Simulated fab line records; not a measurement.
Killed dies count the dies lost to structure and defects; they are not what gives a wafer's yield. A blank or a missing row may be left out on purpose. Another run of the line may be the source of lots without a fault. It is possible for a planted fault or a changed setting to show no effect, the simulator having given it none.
A lot that was struck, set against a sound lot || flow sky130 || 16 out of 708 route steps
Sound: these wafers, L730.1, L730.2, L730.5. The struck wafers were L747.2, L747.5, L747.6. At the end, the cause is stated.
At each step with rows: each side's tool, then ch and its chambers, then its first start. Under that, the readings that differ: sound wafers || struck wafers || difference of the means || sigmas: that difference in standard deviations of wafers without a fault.
alike: readings whose means differ by less than 2 such deviations, and words and numbers that are the same on both sides. not compared: withheld readings, readings that some wafer has no value for, bounds like >300 that may hide the same value, and numbers for which the record gives no deviation and whose values overlap.
Wherever a step has rows on one side only, a row that says differs or no value, or a row with sigmas, the two part there. Numbers that have no deviation but don't overlap get no sigmas and don't part them. A reading that every wafer of one side lacks parts them only if that side has two wafers or more.

first, 3 steps without rows for these wafers: SKY_METAL2_EXPOSE_12 (exposes mask MM2, target cd 140 nm); SKY_METAL2_PEB_13; SKY_METAL2_DEVELOP_14 (develop time 60 s).
SKY_METAL2_CD_MEAS_15: target cd 140 nm.
  sound: cdSem-01 at day 35 17:40; struck: cdSem-02 at day 41 01:56
  alike: cdNm
SKY_METAL2_OVL_MEAS_16:
  sound: overlay-02 at day 35 17:47; struck: overlay-02 at day 41 02:02
  alike: METAL2_OVL
SKY_METAL2_DESCUM_17: chemistry O2, time 8 s.
  sound on rieMetal-02 ch 0,1, day 35 17:49; struck on rieMetal-04 ch 1, day 41 02:05
  alike: drypumpMotorCurrentA, oesProductAu
  not compared: rfHoursCounterH
SKY_METAL2_ETCH_18: etches BARC in N2/H2, stops on SiO2, time 45.9 s, target depth 60 nm.
  sound on rieMetal-02 ch 0,1, day 35 17:51; struck on rieMetal-04 ch 1, day 41 02:10
  alike: drypumpMotorCurrentA, n2FlowSccm, oesProductAu, throttleValvePct
  not compared: rfHoursCounterH
SKY_METAL2_METAL_ETCH_19: etches the open film in Cl2/BCl3, stops on SiO2, target depth 360 nm, time 78 s.
  sound on rieMetal-02 ch 0,1, day 35 17:55; struck on rieMetal-04 ch 1, day 41 02:17
  alike: drypumpMotorCurrentA, oesProductAu, throttleValvePct
  not compared: rfHoursCounterH
SKY_METAL2_STRIP_20: strips in O2/N2.
  sound on plasmaAsher-04 ch 0,1, day 35 18:00; struck on plasmaAsher-02 ch 0,1, day 41 02:26
  alike: drypumpMotorCurrentA, n2FlowSccm, o2FlowSccm, oesProductAu, stripTimeToEndpointS
  not compared: rfHoursCounterH
then, 3 steps without rows for these wafers: SKY_METAL2_STRIP_21 (strips in post etch residue remover, time 1200 s); SKY_METAL2_CLEAN_22 (cleans in IPA, time 180 s); SKY_METAL2_CLEAN_23 (cleans in O3/DIW).
SKY_VIA2_HDPCVD_00: deposits SiO2, target thk 1180 nm, time 196.7 s.
  sound on hdpcvd-01 ch 1,2, day 35 18:37; struck on hdpcvd-01 ch 0,1, day 41 03:02
{"reading": "sih4FlowSccm (sccm)", "sound": "60.05 59.80 60.01", "struck": "89.88 89.85 90.10", "difference": "+29.99", "sigmas": "+99 or more"}
{"reading": "model.SiO2_of_VIA2_HDPCVD_00.thkNm (nm)", "sound": "1169 1183 1180", "struck": "1763 1786 1779", "difference": "+599", "sigmas": ""}
SKY_VIA2_THK_MEAS_01:
  sound: filmMetro-04 at day 35 18:44; struck: filmMetro-04 at day 41 03:10
{"reading": "VIA2_HDPCVD_THK (nm)", "sound": "1168 1184 1180", "struck": "1763 1786 1781", "difference": "+599", "sigmas": "+50"}
SKY_VIA2_CMP_02: polishes SiO2.
  sound on cmp-01 ch 1,2, day 35 18:51; struck on cmp-02 ch 1,2,3, day 41 03:22
  alike: motorCurrentA
-- the record jumps here: 9 days lie between the struck wafers' starts before and after (it left off in module VIA2 and takes up again in module PAD_OPEN, whose first step shown is number 708 of the route) --
SKY_PAD_OPEN_PROBE_99:
  sound: prober-02 at day 46 04:29; struck: prober-01 at day 50 07:25
  alike: defectLimitedYield, killed_at_M0_to_M3, killed_at_M4_up, killedAtContacts, killedAtFrontEnd, killedAtOther, killedDies, killedOpen, killedShort, sort_bin_3_pad_short, sort_bin_5_function, sort_bin_6_memory, sortNPass, sortYieldPct

## WHERE THEY PART
Last at SKY_VIA2_THK_MEAS_01 as far as this record goes, first at SKY_VIA2_HDPCVD_00. Later steps at which nothing parts them and some readings are alike: SKY_VIA2_CMP_02, SKY_PAD_OPEN_PROBE_99.

WHY: whatever the simulator had introduced
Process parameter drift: hdpcvd-01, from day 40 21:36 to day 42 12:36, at SKY_VIA2_HDPCVD_00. Setting sih4FlowSccm shifted by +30 from 60. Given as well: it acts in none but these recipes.
